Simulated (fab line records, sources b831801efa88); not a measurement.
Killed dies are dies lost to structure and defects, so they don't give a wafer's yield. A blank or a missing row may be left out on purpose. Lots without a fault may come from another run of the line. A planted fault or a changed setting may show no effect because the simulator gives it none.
A struck lot beside a sound one | flow sfq_line | 42 steps out of a route of 325
Sound: wafers L980.1, L980.3, L980.6. Struck: wafer L974.5. (L974.6 of the same lot was not struck and is left out.) The cause comes at the end.
At each step with rows: each side's tool, then ch and its chambers, then its first start. Under that, the readings that differ: sound wafers | struck wafers | difference of the means | sigmas: that difference in standard deviations of wafers without a fault.
alike: readings whose means differ by less than 2 such deviations, and words and numbers that are the same on both sides. not compared: withheld readings, readings that some wafer has no value for, bounds like >300 that may hide the same value, and numbers for which the record gives no deviation and whose values overlap.
The two part at a step that has a row with sigmas, a row that says differs or no value, or rows on one side only. Numbers that don't overlap but have no deviation are shown without sigmas and don't part them. A reading that every wafer of one side lacks parts them only if that side has two wafers or more.

first, 6 steps without rows for these wafers: SFQ_TRILAYER_M3_LITHO_COAT_080 (resist thk 62 nm); SFQ_TRILAYER_M3_LITHO_COAT_075 (resist thk 600 nm); SFQ_TRILAYER_M3_LITHO_SOFTBAKE_079; SFQ_TRILAYER_M3_LITHO_EXPOSE_076 (exposes mask M3, target cd 500 nm); SFQ_TRILAYER_M3_LITHO_PEB_078 (peb time 60 s); SFQ_TRILAYER_M3_LITHO_DEVELOP_077 (time 60 s).
SFQ_M3_OVL_MEAS_921:
  sound on overlay-01, day 45 22:34; struck on overlay-02, day 37 01:47
  alike: M3_OVL
SFQ_TRILAYER_M3_BARC_OPEN_METAL_ETCH_100: etches BARC in O2, target depth 125 nm, time 41.7 s.
  sound on rie_metal-01 ch 0, day 45 22:36; struck on rie_metal-01 ch 1, day 37 01:50
  alike: drypump_motor_current_A, oes_product_au
  not compared: rf_hours_counter_h
then, 4 steps without rows for these wafers: SFQ_TRILAYER_M3_ETCH_METAL_ETCH_078 (etches Nb in Cl2/Ar, stops on SiO2, target depth 240 nm, time 120 s); SFQ_TRILAYER_M3_STRIP_STRIP_079 (strips in O2); SFQ_TRILAYER_M3_STRIP_SOLV_CLEAN_080 (cleans in NMP, time 600 s); SFQ_TRILAYER_I3_DEP_PECVD_081 (deposits SiO2 from SiH4/N2O, time 111.11 s, target thk 500 nm).
SFQ_TRILAYER_I3_CMP_CMP_082: polishes SiO2.
  sound on cmp-02 ch 0,1,2, day 45 23:40; struck on cmp-01 ch 2, day 37 20:47
  reading                                             | sound             | struck | difference | sigmas
  time_to_endpoint_s (s)                              | 213 214 225       | 204    | -13        | -2
  model.SiO2_of_TRILAYER_I3_DEP_PECVD_081.thk_nm (nm) | 199.8 201.1 199.4 | 220.8  | +20.7      |
  alike: motor_current_A
SFQ_I3_BOW_MEAS_922:
  sound on film_metro-03, day 46 02:40; struck on film_metro-03, day 37 23:11
  not compared: I3_BOW
SFQ_TRILAYER_I3_METRO_MEASURE_083:
  sound on film_metro-03, day 46 02:47; struck on film_metro-03, day 38 02:57
  reading     | sound             | struck | difference | sigmas
  thk_nm (nm) | 199.9 201.0 199.4 | 220.8  | +20.7      | +19
then, 6 steps without rows for these wafers: SFQ_TRILAYER_I3_VIA_LITHO_COAT_090 (resist thk 62 nm); SFQ_TRILAYER_I3_VIA_LITHO_COAT_085 (resist thk 650 nm); SFQ_TRILAYER_I3_VIA_LITHO_SOFTBAKE_089; SFQ_TRILAYER_I3_VIA_LITHO_EXPOSE_086 (exposes mask I3, target cd 500 nm); SFQ_TRILAYER_I3_VIA_LITHO_PEB_088 (peb time 60 s); SFQ_TRILAYER_I3_VIA_LITHO_DEVELOP_087 (time 60 s).
-- the record jumps here: 4 days lie between the struck wafers' starts before and after --
SFQ_I3_OVL_MEAS_923:
  sound on overlay-02, day 51 14:25; struck on overlay-01, day 42 13:08
  alike: I3_OVL
SFQ_TRILAYER_I3_VIA_BARC_OPEN_VIA_ETCH_121: etches BARC in O2, target depth 125 nm, time 41.7 s.
  sound on rie_diel-03 ch 2,3, day 51 14:27; struck on rie_diel-03 ch 3, day 42 13:10
  alike: drypump_motor_current_A, oes_product_au
  not compared: rf_hours_counter_h
SFQ_TRILAYER_I3_VIA_ETCH_VIA_ETCH_088: etches SiO2 in CHF3, stops on Nb, target depth 260 nm.
  sound on rie_diel-03 ch 2,3, day 51 14:29; struck on rie_diel-03 ch 3, day 42 13:14
  reading                        | sound             | struck | difference | sigmas
  oes_product_au (a.u.)          | 0.848 0.852 0.849 | 0.911  | +0.061     | +12
  model.etch.depth_nm (nm)       | 199.8 201.1 199.4 | 220.8  | +20.7      |
  model.I3.feature_depth_nm (nm) | 199.8 201.1 199.4 | 220.8  | +20.7      |
  alike: drypump_motor_current_A
then, 2 steps without rows for these wafers: SFQ_TRILAYER_I3_VIA_STRIP_STRIP_089 (strips in O2); SFQ_TRILAYER_I3_VIA_STRIP_SOLV_CLEAN_090 (cleans in NMP, time 600 s).
SFQ_TRILAYER_M4_DEP_PRE_CLEAN_092: time 22.5 s.
  sound on pvd_sputter-04, day 51 15:23; struck on pvd_sputter-04, day 42 14:05
  reading                                             | sound             | struck | difference | sigmas
  model.SiO2_of_TRILAYER_I3_DEP_PECVD_081.thk_nm (nm) | 192.3 193.6 191.9 | 213.3  | +20.7      |
SFQ_TRILAYER_M4_DEP_SPUTTER_091: material Nb, target thk 200 nm, time 133.3 s.
  sound on pvd_sputter-04, day 51 15:25; struck on pvd_sputter-04, day 42 14:09
  alike: throttle_valve_pct
SFQ_M4_RS_MEAS_924: measures by four-point-probe.
  sound on film_metro-02, day 51 15:30; struck on film_metro-02, day 42 14:16
  alike: M4_NB_RS
then, 6 steps without rows for these wafers: SFQ_TRILAYER_M4_LITHO_COAT_098 (resist thk 62 nm); SFQ_TRILAYER_M4_LITHO_COAT_093 (resist thk 600 nm); SFQ_TRILAYER_M4_LITHO_SOFTBAKE_097; SFQ_TRILAYER_M4_LITHO_EXPOSE_094 (exposes mask M4, target cd 500 nm); SFQ_TRILAYER_M4_LITHO_PEB_096 (peb time 60 s); SFQ_TRILAYER_M4_LITHO_DEVELOP_095 (time 60 s).
SFQ_M4_OVL_MEAS_926:
  sound on overlay-02, day 51 17:56; struck on overlay-02, day 42 19:03
  alike: M4_OVL
SFQ_TRILAYER_M4_BARC_OPEN_METAL_ETCH_123: etches BARC in O2, target depth 125 nm, time 41.7 s.
  sound on rie_metal-04 ch 0,1, day 51 17:58; struck on rie_metal-04 ch 0, day 42 19:06
  alike: drypump_motor_current_A, oes_product_au
  not compared: rf_hours_counter_h
SFQ_TRILAYER_M4_ETCH_METAL_ETCH_096: etches Nb in Cl2/Ar, stops on SiO2, target depth 240 nm, time 120 s.
  sound on rie_metal-04 ch 0,1, day 51 18:02; struck on rie_metal-04 ch 0, day 42 19:12
  reading               | sound             | struck | difference | sigmas
  oes_product_au (a.u.) | 0.891 0.889 0.887 | 0.905  | +0.016     | +2
  alike: drypump_motor_current_A
  not compared: rf_hours_counter_h
then, 3 steps without rows for these wafers: SFQ_TRILAYER_M4_STRIP_STRIP_097 (strips in O2); SFQ_TRILAYER_M4_STRIP_SOLV_CLEAN_098 (cleans in NMP, time 600 s); SFQ_TRILAYER_I4_DEP_PECVD_099 (deposits SiO2 from SiH4/N2O, time 111.11 s, target thk 500 nm).
-- the record jumps here: 35 days lie between the struck wafers' starts before and after --
SFQ_M8_BOW_MEAS_951:
  sound on film_metro-02, day 80 19:07; struck on film_metro-02, day 77 10:03
  reading                 | sound             | struck | difference | sigmas
  model.etest.i3.link_ohm | 1.973 1.974 1.966 | 1.989  | +0.018     |
  alike: M8_BOW

WHERE THEY PART
First at SFQ_TRILAYER_I3_CMP_CMP_082; last, within this record, at SFQ_TRILAYER_M4_ETCH_METAL_ETCH_096. Later steps at which nothing parts them and some readings are alike: SFQ_M8_BOW_MEAS_951.

WHY: what the simulator had put in
Process parameter drift: cmp-01, from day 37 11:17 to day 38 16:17, at SFQ_TRILAYER_I3_CMP_CMP_082. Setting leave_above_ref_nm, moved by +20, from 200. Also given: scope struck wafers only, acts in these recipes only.
